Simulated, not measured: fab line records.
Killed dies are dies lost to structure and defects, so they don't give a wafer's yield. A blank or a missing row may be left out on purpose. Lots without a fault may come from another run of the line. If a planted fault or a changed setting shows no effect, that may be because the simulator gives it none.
Struck lot and sound lot, side by side -- flow sky130 -- 25 steps out of a route of 708
Sound: these wafers, L171.2, L171.3, L171.5. The struck wafers were L176.3, L176.4, L176.5. At the end, the cause is stated.
Per side, at each step with rows, come the tool, then ch with its chambers, and then its first start. Under that, the readings that differ: sound wafers -- struck wafers -- difference of the means -- sigmas: that difference in standard deviations of wafers without a fault.
alike: words and numbers the same on both sides, and readings whose means are apart by under 2 such deviations; not compared: readings that were withheld, readings missing a value for some wafer, numbers with overlapping values and no deviation given by the record, and bounds like >300 which may hide the same value.
The two part at a step that has a row with sigmas, a row that says differs or no value, or rows on one side only. When numbers do not overlap yet have no deviation, they are printed without sigmas and do not part them. A reading that every wafer of one side lacks parts them only if that side has two wafers or more.

first, 7 steps without rows for these wafers: SKY_FIELD_ISO_HMDS_06 (prime time 60 s); SKY_FIELD_ISO_COAT_07 (resist thk 60 nm); SKY_FIELD_ISO_COAT_08 (resist thk 450 nm); SKY_FIELD_ISO_SOFTBAKE_09 (time 90 s); SKY_FIELD_ISO_EXPOSE_10 (exposes mask FOM, target cd 150 nm); SKY_FIELD_ISO_PEB_11; SKY_FIELD_ISO_DEVELOP_12 (develop time 60 s).
SKY_FIELD_ISO_CD_MEAS_13: the cd target is 150 nm.
  sound on cdSem-02 at day 5 06:58; struck on cdSem-02 at day 6 01:50
  alike: cdNm
SKY_FIELD_ISO_ETCH_14: etches BARC in N2/H2, stops on SiO2, time 45.9 s, target depth 60 nm.
  sound on rieDiel-02 ch 1,3, day 5 07:04; struck on rieDiel-02 ch 1,2,3, day 6 01:55
reading,sound,struck,difference,sigmas
oesProductAu (a.u.),0.853 0.846 0.847,0.854 0.861 0.858,+0.009,+2
  alike: drypumpMotorCurrentA, runLengthS, throttleValvePct
  not compared: rfHoursCounterH
SKY_FIELD_ISO_ETCH_15: etches the open film in CHF3/O2, stops on Si, target depth 180 nm, time 72 s.
  sound on rieDiel-02 ch 1,3, day 5 07:07; struck on rieDiel-02 ch 1,2,3, day 6 01:58
  alike: drypumpMotorCurrentA, oesProductAu, runLengthS, throttleValvePct
  not compared: rfHoursCounterH
SKY_FIELD_ISO_STRIP_16: strips in O2/N2.
  sound on plasmaAsher-04 ch 0,1, day 5 07:10; struck on plasmaAsher-02 ch 0,1, day 6 02:03
  alike: drypumpMotorCurrentA, oesProductAu, stripTimeToEndpointS
  not compared: rfHoursCounterH
SKY_FIELD_ISO_ETCH_17: etches Si in HBr/Cl2/O2, target depth 342 nm, time 97.7 s.
  sound on rieSi-02 ch 0,1, day 5 07:16; struck on rieSi-01 ch 2,3, day 6 02:07
reading,sound,struck,difference,sigmas
drypumpMotorCurrentA (A),4.8 5.4 4.8,6.3 6.2 5.2,+0.9,+2
  alike: HBr_flow_sccm, oesProductAu, runLengthS, throttleValvePct
  not compared: rfHoursCounterH
SKY_FIELD_ISO_WET_ETCH_18: etches Si3N4 in H3PO4, target depth 25 nm, time 286 s.
  sound on wetBench-04 ch 2, day 5 07:20; struck on wetBench-01 ch 0, day 6 02:11
reading,sound,struck,difference,sigmas
runLengthS (s),313 313 313,464 464 464,+151,+42
model.Si3N4_of_FIELD_ISO_CVD_03.thkNm (nm),126.3 126.6 128,113.3 113.9 114.3,-13.1,
then, 4 steps without rows for these wafers: SKY_FIELD_ISO_CLEAN_19 (cleans in SC1/SC2, time 150 s); SKY_FIELD_ISO_CLEAN_20 (cleans in dHF, time 20 s); SKY_FIELD_ISO_WET_ETCH_21 (etches SiO2 in dHF, target depth 20 nm, time 400 s); SKY_FIELD_ISO_OXIDATION_22 (stabilise 600 s, purge 300 s, target thk 10 nm).
SKY_FIELD_ISO_THK_MEAS_23:
  sound on filmMetro-02 at day 5 08:47; struck on filmMetro-01 at day 6 07:59
  alike: FIELD_ISO_OXIDATION_01_THK
then, 1 step without rows for these wafers: SKY_FIELD_ISO_CVD_24 (deposits SiO2, target thk 595 nm, time 99.2 s).
SKY_FIELD_ISO_THK_MEAS_25:
  sound on filmMetro-01 at day 5 08:55; struck on filmMetro-01 at day 6 08:07
  alike: FIELD_ISO_CVD_24_THK
then, 1 step without rows for these wafers: SKY_FIELD_ISO_ANNEAL_26 (time 1800 s).
SKY_FIELD_ISO_CMP_27: polishes, stops on Si3N4, t overpolish 16 s, target thk 457.8 nm.
  sound on cmp-01 ch 0,3, day 5 10:31; struck on cmp-01 ch 1,3, day 6 12:17
  alike: edgeZonePressureFrac, motorCurrentA, platenRpm
SKY_FIELD_ISO_WET_ETCH_28: etches SiO2 in dHF, target depth 23.7 nm, time 47 s.
  sound on wetBench-04 ch 1, day 5 10:46; struck on wetBench-01 ch 3, day 6 12:32
reading,sound,struck,difference,sigmas
model.Si3N4_of_FIELD_ISO_CVD_03.thkNm (nm),120.3 120.6 122,107.3 107.9 108.4,-13.1,
  alike: runLengthS
then, 1 step without rows for these wafers: SKY_FIELD_ISO_WET_ETCH_29 (etches Si3N4 in H3PO4, target depth 160 nm, time 1825 s).
-- the record jumps here: 44 days lie between the struck wafers' starts before and after (it left off in module FIELD_ISO and takes up again in module PAD_OPEN, whose first step shown is number 708 of the route) --
SKY_PAD_OPEN_PROBE_99:
  sound on prober-01 at day 49 06:58; struck on prober-02 at day 50 10:36
reading,sound,struck,difference,sigmas
model.etest.capLiToPoly.cAfUm2,102.4 99.01 97.99,93.84 94.62 95.65,-5.10,
model.etest.fieldP.vtV (V),-42.51 -46.23 -42.48,-40.26 -39.75 -41.17,+3.35,
  alike: killed_at_M0_to_M3, killed_at_M4_up, killedAtContacts, killedAtFrontEnd, killedAtOther, killedDies, killedOpen, killedShort
  not compared: model.etest.pfet_16v.rOnOhmUm, model.etest.resIsoPwell.rsOhmSq, model.etest.resIsoPwell.lineOhmUm, model.etest.capPolyToWell.cAfUm2, model.etest.fieldN.vtV, model.etest.sramNfetPass.offLog10AUm

WHERE THEY PART
At SKY_FIELD_ISO_ETCH_14 first; at SKY_FIELD_ISO_WET_ETCH_18 last (within this record only). Later steps at which nothing parts them and some readings are alike: SKY_FIELD_ISO_THK_MEAS_23, SKY_FIELD_ISO_THK_MEAS_25, SKY_FIELD_ISO_CMP_27, SKY_FIELD_ISO_WET_ETCH_28, SKY_PAD_OPEN_PROBE_99.

WHY: the cause the simulator had injected
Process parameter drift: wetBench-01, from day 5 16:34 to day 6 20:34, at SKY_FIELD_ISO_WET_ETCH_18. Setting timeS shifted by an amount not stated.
